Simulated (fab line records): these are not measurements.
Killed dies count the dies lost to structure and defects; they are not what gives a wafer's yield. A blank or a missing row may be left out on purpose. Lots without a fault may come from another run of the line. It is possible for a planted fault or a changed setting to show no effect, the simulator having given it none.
fab line records ; flow gf180mcu
record lots=15; wafers=45; last_day=33
route steps=602 shown STI@5 LVPWELL@61 MVPSD@88
lots untouched by any fault: they come from a run of this same line in which no faults occurred
start_h: hours from the record's first day to the start of the lot's first wafer shown ; wait_h: how many hours have passed since the lot's step before this one ; " same as the row above ; L1.1+2: one row covering several wafers at once ; - no value, or no start given ; * or withheld: withheld ; < > ~ a bound
route shown NAME@n: NAME is a module with steps in the file, n the number in the route of the first one ; usual: mean/standard deviation of fault-free wafers ; same: alike in all rows ; chamber/n: place in a boat ; sites: the reading at each site ; _std_site: the standard deviation of these ; _edge_site: outer sites' mean less inner sites' ; radius_mm: how far each site lies from the wafer's centre ; mask NAME#n: copy n ; behind: the most recent tool/chamber to have shaped the wafer ; hold: cause of the lot's hold/its duration in hours/its outcome ; device: transistor that didn't switch, given as n, p or np ; end of line: the route-end tests of the same wafers ; step lacking rows: just its recipe ; killed: dies lost to structure and defects at the first sort, not the wafer's yield ; map: shows each die of a wafer: x if killed, . if not, _ if none is there
set.NAME: the setting as run; set.NAME@STEP: as run at that earlier step ; model.NAME: the simulator's own value behind a step, which no gauge read
the route's steps for a sample of lots (tables are steps, rows are wafers)
services: from which hour (start_h, from the record's first day; less than 0 if before it) a tool's chamber was out of use, for how many hours, and why
## steps
# step GF_STI_THK_MEAS_04
# recipe reads=Si3N4_of_STI_CVD_03
# usual STI_CVD_03_THK=206.0/1.8
lot.wafer;tool;chamber;start_h;wait_h;STI_CVD_03_THK[nm]
L884.2;film_metro-02;-;13.65;0.0;208.3
L884.3;film_metro-02;-;13.65;0.0;206.5
L884.5;film_metro-02;-;13.65;0.0;205.8
L885.1;film_metro-02;-;19.07;0.0;203.6
L885.4;film_metro-02;-;19.07;0.0;202.8
L885.6;film_metro-02;-;19.07;0.0;205.4
L886.2;film_metro-03;-;23.57;0.0;208.6
L886.3;film_metro-03;-;23.57;0.0;207.3
L886.6;film_metro-03;-;23.57;0.0;206.4
L887.1;film_metro-01;-;28.56;0.0;205.9
L887.2;film_metro-01;-;28.56;0.0;205.3
L887.4;film_metro-01;-;28.56;0.0;206.9
L888.1;film_metro-03;-;33.56;0.0;203.7
L888.5;film_metro-03;-;33.56;0.0;204.5
L888.6;film_metro-03;-;33.56;0.0;202.8
L889.3;film_metro-02;-;38.70;0.0;207.1
L889.4;film_metro-02;-;38.70;0.0;206.9
L889.6;film_metro-02;-;38.70;0.0;205.8
L890.1;film_metro-01;-;43.56;0.0;205.0
L890.3;film_metro-01;-;43.56;0.0;204.9
L890.5;film_metro-01;-;43.56;0.0;203.9
L891.2;film_metro-02;-;52.57;0.0;206.9
L891.5;film_metro-02;-;52.57;0.0;205.4
L891.6;film_metro-02;-;52.57;0.0;205.0
L892.2;film_metro-01;-;53.96;0.0;206.3
L892.3;film_metro-01;-;53.96;0.0;208.4
L892.4;film_metro-01;-;53.96;0.0;207.5
L894.1;film_metro-03;-;63.56;0.0;205.4
L894.2;film_metro-03;-;63.56;0.0;205.0
L894.4;film_metro-03;-;63.56;0.0;205.5
L896.2;film_metro-02;-;74.20;0.0;206.6
L896.5;film_metro-02;-;74.20;0.0;208.7
L896.6;film_metro-02;-;74.20;0.0;208.8
L897.1;film_metro-01;-;79.52;0.0;208.0
L897.3;film_metro-01;-;79.52;0.0;205.5
L897.6;film_metro-01;-;79.52;0.0;206.5
L899.1;film_metro-03;-;92.63;0.0;207.1
L899.3;film_metro-03;-;92.63;0.0;207.6
L899.6;film_metro-03;-;92.63;0.0;208.6
L898.3;film_metro-02;-;92.65;0.0;203.6
L898.4;film_metro-02;-;92.65;0.0;202.0
L898.5;film_metro-02;-;92.65;0.0;202.6
L904.1;film_metro-03;-;113.62;0.0;207.1
L904.2;film_metro-03;-;113.62;0.0;209.2
L904.5;film_metro-03;-;113.62;0.0;207.7
# step GF_STI_ETCH_14
# recipe target=Si; chemistry=HBr/Cl2/O2; target_depth_nm=360; icp_w=600; bias_w=150; pressure_mtorr=15; HBr_flow_sccm=150; Cl2_flow_sccm=40; O2_flow_sccm=6; time_s=102.9
# usual drypump_motor_current_A=5.5/0.48; oes_product_au=1.004/0.0064; run_length_s=131.1/0.6; throttle_valve_pct=25.654/0.0097
lot.wafer;tool;chamber;start_h;wait_h;drypump_motor_current_A;oes_product_au;rf_hours_counter_h;run_length_s;throttle_valve_pct
L884.2;rie_si-01;0;24.99;0.0;6.6;0.997;37;130.6;25.652
L884.3;rie_si-01;3;24.99;0.0;5.7;1.012;22;130.3;25.669
L884.5;rie_si-01;0;24.99;0.0;6.6;1.000;-;130.2;25.657
L885.1;rie_si-01;2;30.74;0.0;5.2;0.993;1;130.2;25.661
L885.4;rie_si-01;0;30.74;0.0;6.6;1.004;37;130.1;25.651
L885.6;rie_si-01;2;30.74;0.0;5.2;1.001;-;130.6;25.665
L886.2;rie_si-01;0;35.32;0.0;6.5;1.004;37;131.0;25.666
L886.3;rie_si-01;2;35.32;0.0;5.2;1.011;1;130.2;25.652
L886.6;rie_si-01;0;35.32;0.0;6.6;1.007;-;130.2;25.665
L887.1;rie_si-02;2;41.24;0.0;6.0;1.011;17;131.6;25.660
L887.2;rie_si-02;1;41.24;0.0;5.2;0.997;0;130.9;25.664
L887.4;rie_si-02;0;41.24;0.0;5.1;1.016;126;130.6;25.651
L888.1;rie_si-02;2;45.38;0.0;6.0;0.997;17;132.1;25.635
L888.5;rie_si-02;1;45.38;0.0;5.2;0.999;-;130.9;25.652
L888.6;rie_si-02;2;45.38;0.0;5.9;0.989;-;131.8;25.660
L889.3;rie_si-02;0;50.73;0.0;5.1;0.999;126;130.6;25.651
L889.4;rie_si-02;2;50.73;0.0;5.9;0.997;17;131.6;25.647
L889.6;rie_si-02;3;50.73;0.0;4.9;1.010;-;131.4;25.661
L890.1;rie_si-02;0;56.14;0.0;5.1;1.010;126;131.3;25.643
L890.3;rie_si-02;1;56.14;0.0;5.2;0.997;0;131.1;25.659
L890.5;rie_si-02;2;56.14;0.0;6.0;1.004;-;131.5;25.635
L891.2;rie_si-02;1;65.37;0.0;5.2;0.988;0;131.1;25.666
L891.5;rie_si-02;3;65.37;0.0;4.9;0.998;-;131.6;25.642
L891.6;rie_si-02;2;65.37;0.0;6.0;1.014;-;131.7;25.632
L892.2;rie_si-01;3;66.98;0.0;5.6;1.007;22;130.6;25.669
L892.3;rie_si-01;2;66.98;0.0;5.2;1.004;1;130.5;25.665
L892.4;rie_si-01;0;66.98;0.0;6.6;1.008;37;130.3;25.643
L894.1;rie_si-02;1;76.78;0.0;5.2;0.995;0;131.0;25.666
L894.2;rie_si-02;3;76.78;0.0;5.0;1.000;46;131.3;25.662
L894.4;rie_si-02;2;76.78;0.0;5.9;0.991;18;131.8;25.651
L896.2;rie_si-02;2;87.03;0.0;6.0;1.005;18;99.5;25.629
L896.5;rie_si-02;0;87.03;0.0;5.1;1.006;-;98.7;25.653
L896.6;rie_si-02;3;87.03;0.0;5.0;1.008;-;99.3;25.648
L897.1;rie_si-02;2;93.18;0.0;6.0;1.010;18;99.6;25.643
L897.3;rie_si-02;1;93.18;0.0;5.2;0.993;1;98.9;25.659
L897.6;rie_si-02;1;93.18;0.0;5.2;0.986;-;98.8;25.662
L898.3;rie_si-01;3;105.64;0.0;5.7;1.004;23;130.3;25.652
L898.4;rie_si-01;0;105.64;0.0;6.5;1.005;37;130.4;25.658
L898.5;rie_si-01;2;105.64;0.0;5.2;1.011;-;130.2;25.644
L899.1;rie_si-02;0;105.93;0.0;5.1;1.002;126;98.8;25.676
L899.3;rie_si-02;2;105.93;0.0;6.0;1.002;18;99.5;25.662
L899.6;rie_si-02;0;105.93;0.0;5.1;0.996;-;98.7;25.658
L904.1;rie_si-01;3;128.27;0.0;5.6;1.009;23;130.6;25.647
L904.2;rie_si-01;1;128.27;0.0;5.8;1.008;49;131.5;25.658
L904.5;rie_si-01;1;128.27;0.0;5.8;1.002;-;132.1;25.663
# step GF_STI_STRIP_15
# recipe chemistry=O2/N2; power_w=1400; pressure_mtorr=1500; platen_temp_c=250; o2_flow_sccm=3000; n2_flow_sccm=300; overash_fraction=0.5
# usual drypump_motor_current_A=5.7/0.4; heater_power_w=325/18; oes_product_au=0.383/0.0044; strip_time_to_endpoint_s=3.71/0.04
lot.wafer;tool;chamber;start_h;wait_h;drypump_motor_current_A;heater_power_w;oes_product_au;rf_hours_counter_h;strip_time_to_endpoint_s
L884.2;plasma_asher-04;0;25.06;0.0;5.3;328;0.382;37;3.71
L884.3;plasma_asher-04;1;25.06;0.0;5.7;322;0.382;-;3.72
L884.5;plasma_asher-04;1;25.06;0.0;5.7;322;0.373;-;3.68
L885.1;plasma_asher-02;0;30.81;0.0;5.5;328;0.381;38;3.72
L885.4;plasma_asher-02;1;30.81;0.0;5.7;353;0.378;-;3.66
L885.6;plasma_asher-02;0;30.81;0.0;5.5;340;0.377;-;3.71
L886.2;plasma_asher-02;0;35.40;0.0;5.5;332;0.384;38;3.67
L886.3;plasma_asher-02;0;35.40;0.0;5.5;331;0.381;-;3.69
L886.6;plasma_asher-02;1;35.40;0.0;5.7;352;0.379;-;3.67
L887.1;plasma_asher-02;1;41.31;0.0;5.7;348;0.385;39;3.72
L887.2;plasma_asher-02;0;41.31;0.0;5.5;337;0.388;39;3.69
L887.4;plasma_asher-02;0;41.31;0.0;5.6;328;0.385;-;3.71
L888.1;plasma_asher-02;1;45.45;0.0;5.7;357;0.385;40;3.69
L888.5;plasma_asher-02;0;45.45;0.0;5.5;342;0.385;-;3.70
L888.6;plasma_asher-02;1;45.45;0.0;5.7;342;0.376;-;3.67
L889.3;plasma_asher-02;0;50.84;0.1;5.6;334;0.382;-;3.73
L889.4;plasma_asher-02;1;50.84;0.1;5.7;357;0.382;-;3.71
L889.6;plasma_asher-02;1;50.84;0.1;5.7;348;0.386;-;3.71
L890.1;plasma_asher-03;1;56.21;0.0;5.5;299;0.383;23;3.70
L890.3;plasma_asher-03;1;56.21;0.0;5.5;289;0.379;-;3.73
L890.5;plasma_asher-03;0;56.21;0.0;6.6;305;0.389;-;3.71
L891.2;plasma_asher-04;0;65.45;0.0;5.3;322;0.373;42;3.68
L891.5;plasma_asher-04;0;65.45;0.0;5.3;331;0.384;-;3.67
L891.6;plasma_asher-04;1;65.45;0.0;5.7;320;0.394;-;3.71
L892.2;plasma_asher-04;0;67.05;0.0;5.3;332;0.375;42;3.72
L892.3;plasma_asher-04;0;67.05;0.0;5.3;334;0.381;-;3.68
L892.4;plasma_asher-04;1;67.05;0.0;5.7;315;0.371;-;3.69
L894.1;plasma_asher-02;1;76.85;0.0;5.7;345;0.381;44;3.71
L894.2;plasma_asher-02;0;76.85;0.0;5.6;341;0.388;44;3.73
L894.4;plasma_asher-02;0;76.85;0.0;5.5;332;0.385;-;3.74
L896.2;plasma_asher-04;1;87.10;0.0;5.7;325;0.401;44;4.07
L896.5;plasma_asher-04;1;87.10;0.0;5.7;323;0.392;-;4.08
L896.6;plasma_asher-04;0;87.10;0.0;5.3;327;0.404;-;4.11
L897.1;plasma_asher-02;0;93.25;0.0;5.5;339;0.406;45;4.16
L897.3;plasma_asher-02;1;93.25;0.0;5.7;350;0.394;-;4.15
L897.6;plasma_asher-02;0;93.25;0.0;5.6;330;0.402;-;4.19
L898.3;plasma_asher-04;1;105.75;0.1;5.7;325;0.384;-;3.73
L898.4;plasma_asher-04;0;105.75;0.1;5.2;328;0.381;-;3.65
L898.5;plasma_asher-04;1;105.75;0.1;5.7;321;0.384;-;3.64
L899.1;plasma_asher-03;1;106.00;0.0;5.5;294;0.397;28;4.12
L899.3;plasma_asher-03;0;106.00;0.0;6.6;305;0.401;-;4.10
L899.6;plasma_asher-03;0;106.00;0.0;6.6;308;0.394;-;4.08
L904.1;plasma_asher-04;0;128.34;0.0;5.3;331;0.388;48;3.69
L904.2;plasma_asher-04;1;128.34;0.0;5.7;320;0.389;48;3.68
L904.5;plasma_asher-04;0;128.34;0.0;5.3;325;0.380;-;3.66
# step GF_LVPWELL_OVL_MEAS_07
# usual LVPWELL_OVL=0.3/1.2
lot.wafer;tool;chamber;start_h;wait_h;LVPWELL_OVL[nm]
L884.2;overlay-01;-;67.79;-;1.8
L884.3;overlay-01;-;67.79;-;0.9
L884.5;overlay-01;-;67.79;-;0.8
L885.1;overlay-01;-;73.83;-;0.3
L885.4;overlay-01;-;73.83;-;-0.2
L885.6;overlay-01;-;73.83;-;-0.4
L886.2;overlay-02;-;78.79;-;1.3
L886.3;overlay-02;-;78.79;-;0.0
L886.6;overlay-02;-;78.79;-;2.5
L887.1;overlay-01;-;84.41;-;-0.2
L887.2;overlay-01;-;84.41;-;1.2
L887.4;overlay-01;-;84.41;-;0.0
L888.1;overlay-02;-;91.14;-;3.1
L888.5;overlay-02;-;91.14;-;0.9
L888.6;overlay-02;-;91.14;-;3.1
L889.3;overlay-01;-;95.84;-;0.6
L889.4;overlay-01;-;95.84;-;1.9
L889.6;overlay-01;-;95.84;-;-0.2
L890.1;overlay-02;-;99.96;-;-0.2
L890.3;overlay-02;-;99.96;-;-0.1
L890.5;overlay-02;-;99.96;-;1.3
L892.2;overlay-01;-;111.52;-;3.3
L892.3;overlay-01;-;111.52;-;2.8
L892.4;overlay-01;-;111.52;-;3.3
L891.2;overlay-02;-;112.84;-;-0.9
L891.5;overlay-02;-;112.84;-;0.3
L891.6;overlay-02;-;112.84;-;0.0
L894.1;overlay-01;-;136.08;-;-1.3
L894.2;overlay-01;-;136.08;-;0.0
L894.4;overlay-01;-;136.08;-;-0.1
L897.1;overlay-01;-;146.48;-;-0.5
L897.3;overlay-01;-;146.48;-;0.3
L897.6;overlay-01;-;146.48;-;0.4
L896.2;overlay-02;-;146.84;-;-0.7
L896.5;overlay-02;-;146.84;-;-0.6
L896.6;overlay-02;-;146.84;-;-0.2
L899.1;overlay-01;-;160.73;-;0.6
L899.3;overlay-01;-;160.73;-;-1.0
L899.6;overlay-01;-;160.73;-;1.5
L898.3;overlay-01;-;161.42;-;-1.0
L898.4;overlay-01;-;161.42;-;0.8
L898.5;overlay-01;-;161.42;-;-0.2
L904.1;overlay-02;-;180.18;-;0.2
L904.2;overlay-02;-;180.18;-;0.5
L904.5;overlay-02;-;180.18;-;0.8
# step GF_MVPSD_STRIP_10
# recipe chemistry=O2/N2; power_w=1400; pressure_mtorr=1500; platen_temp_c=250; o2_flow_sccm=3000; n2_flow_sccm=300; overash_fraction=0.5
# usual drypump_motor_current_A=5.53/0.15; heater_power_w=336/20; oes_product_au=0.722/0.005; strip_time_to_endpoint_s=36.95/0.096
lot.wafer;tool;chamber;start_h;wait_h;drypump_motor_current_A;heater_power_w;oes_product_au;rf_hours_counter_h;strip_time_to_endpoint_s
L884.2;plasma_asher-04;1;94.25;0.1;5.72;318;0.723;45;37.12
L884.3;plasma_asher-04;0;94.25;0.1;5.25;325;0.722;-;37.10
L884.5;plasma_asher-04;0;94.25;0.1;5.27;328;0.727;-;37.02
L885.1;plasma_asher-04;0;101.11;0.1;5.27;326;0.720;45;37.00
L885.4;plasma_asher-04;0;101.11;0.1;5.27;319;0.713;-;36.83
L885.6;plasma_asher-04;0;101.11;0.1;5.26;326;0.722;-;36.91
L886.2;plasma_asher-02;1;106.22;0.1;5.68;355;0.723;47;36.88
L886.3;plasma_asher-02;1;106.22;0.1;5.68;343;0.731;-;36.91
L886.6;plasma_asher-02;0;106.22;0.1;5.52;315;0.723;-;36.87
L887.1;plasma_asher-01;0;111.57;0.1;5.45;319;0.726;46;36.89
L887.2;plasma_asher-01;1;111.57;0.1;5.48;361;0.711;46;37.01
L887.4;plasma_asher-01;0;111.57;0.1;5.41;306;0.721;-;36.90
L888.1;plasma_asher-01;0;118.42;0.1;5.45;301;0.724;47;36.86
L888.5;plasma_asher-01;1;118.42;0.1;5.53;367;0.719;-;36.86
L888.6;plasma_asher-01;0;118.42;0.1;5.45;312;0.731;-;36.84
L889.3;plasma_asher-02;1;123.41;0.1;5.69;337;0.722;-;36.73
L889.4;plasma_asher-02;0;123.41;0.1;5.53;359;0.721;-;36.72
L889.6;plasma_asher-02;0;123.41;0.1;5.52;342;0.723;-;36.81
L890.1;plasma_asher-01;1;128.35;0.1;5.52;370;0.725;48;37.03
L890.3;plasma_asher-01;1;128.35;0.1;5.49;372;0.716;-;36.89
L890.5;plasma_asher-01;0;128.35;0.1;5.46;315;0.716;-;36.98
L892.2;plasma_asher-02;0;140.42;0.1;5.52;350;0.717;2;37.01
L892.3;plasma_asher-02;1;140.42;0.1;5.66;342;0.723;-;37.12
L892.4;plasma_asher-02;0;140.42;0.1;5.54;348;0.726;-;37.19
L891.2;plasma_asher-01;1;143.12;0.1;5.53;369;0.715;50;36.98
L891.5;plasma_asher-01;1;143.12;0.1;5.55;368;0.725;-;37.02
L891.6;plasma_asher-01;0;143.12;0.1;5.42;308;0.723;-;37.01
L894.1;plasma_asher-02;1;167.72;0.1;5.67;333;0.720;6;37.04
L894.2;plasma_asher-02;0;167.72;0.1;5.53;353;0.718;6;37.01
L894.4;plasma_asher-02;0;167.72;0.1;5.51;354;0.730;-;37.04
L897.1;plasma_asher-01;1;179.41;0.1;5.53;369;0.729;53;37.06
L897.3;plasma_asher-01;0;179.41;0.1;5.46;308;0.720;-;36.84
L897.6;plasma_asher-01;0;179.41;0.1;5.46;316;0.719;-;37.04
L896.2;plasma_asher-02;0;179.76;0.1;5.52;353;0.718;7;36.97
L896.5;plasma_asher-02;1;179.76;0.1;5.66;328;0.716;-;36.99
L896.6;plasma_asher-02;0;179.76;0.1;5.54;352;0.725;-;37.07
L899.1;plasma_asher-04;1;194.20;0.1;5.69;326;0.716;55;36.98
L899.3;plasma_asher-04;0;194.20;0.1;5.24;329;0.722;-;36.93
L899.6;plasma_asher-04;0;194.20;0.1;5.25;331;0.735;-;36.96
L898.3;plasma_asher-02;0;195.66;0.1;5.55;356;0.714;-;37.08
L898.4;plasma_asher-02;1;195.66;0.1;5.68;342;0.721;-;37.08
L898.5;plasma_asher-02;1;195.66;0.1;5.67;335;0.717;-;37.00
L904.1;plasma_asher-02;0;215.61;0.1;5.57;348;0.720;11;37.05
L904.2;plasma_asher-02;1;215.61;0.1;5.68;338;0.722;11;37.00
L904.5;plasma_asher-02;0;215.61;0.1;5.56;346;0.719;-;36.93
## services
tool;chamber;start_h;hours;kind
rie_si-02;1;12.38;-;clean
rie_si-02;1;12.38;24.2;scheduled_down
rie_si-02;1;12.38;24.2;vent_cycle
rie_si-02;2;29.39;3.4;repair
plasma_asher-03;-;30.66;23.0;repair
plasma_asher-03;-;66.68;3.3;repair
rie_si-02;-;75.33;0.3;repair
rie_si-01;-;108.54;1.3;repair
plasma_asher-02;-;108.75;9.0;pm
plasma_asher-02;0;108.75;9.0;vent_cycle
plasma_asher-02;1;108.75;9.0;vent_cycle
plasma_asher-02;0;117.75;-;clean
plasma_asher-02;1;117.75;-;clean
rie_si-01;0;128.72;66.4;repair
rie_si-02;-;130.80;2.7;repair
plasma_asher-03;-;142.85;3.4;repair
plasma_asher-01;-;164.47;8.0;repair
rie_si-02;3;166.07;7.4;repair
plasma_asher-04;-;174.20;2.3;repair
rie_si-02;0;188.10;-;clean
rie_si-02;0;188.10;14.2;scheduled_down
rie_si-02;0;188.10;14.2;vent_cycle
plasma_asher-04;-;198.28;0.5;repair
rie_si-02;1;201.51;1.4;repair
## key
first_sign step=GF_STI_ETCH_14; reading=run_length_s; direction=down; sigmas=53; usual=*; struck=*
effect step=GF_STI_STRIP_15; reading=strip_time_to_endpoint_s; direction=up; sigmas=10; usual=*; struck=*
met_at GF_STI_ETCH_14
struck_lots L896,L897,L899
sort_left_out L896.2,L896.5,L896.6,L897.1,L897.3,L897.6,L899.1,L899.3,L899.6
tester_left_out L896,L897,L899
not_acting_at GF_STI_THK_MEAS_04,GF_LVPWELL_OVL_MEAS_07,GF_MVPSD_STRIP_10
onset_between 76.78 87.03
fault kind=process_parameter_drift; tool=rie_si-02; chamber=-; onset_h=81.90; steps=GF_STI_ETCH_14; channel=time_s; offset=*; shape=step; end_h=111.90; acts_in=*; stated=*
# tester_left_out: of these lots the tester's yield and bins aren't shown, on N5 and GAA mostly nor the transistor test; their killed dies are dies lost to structure and defects alone, not to doping, threshold or leakage, so they don't give the yield
# sort_left_out: the simulated sort isn't trusted on such a fault, so these wafers' sort isn't shown, and their yield isn't known
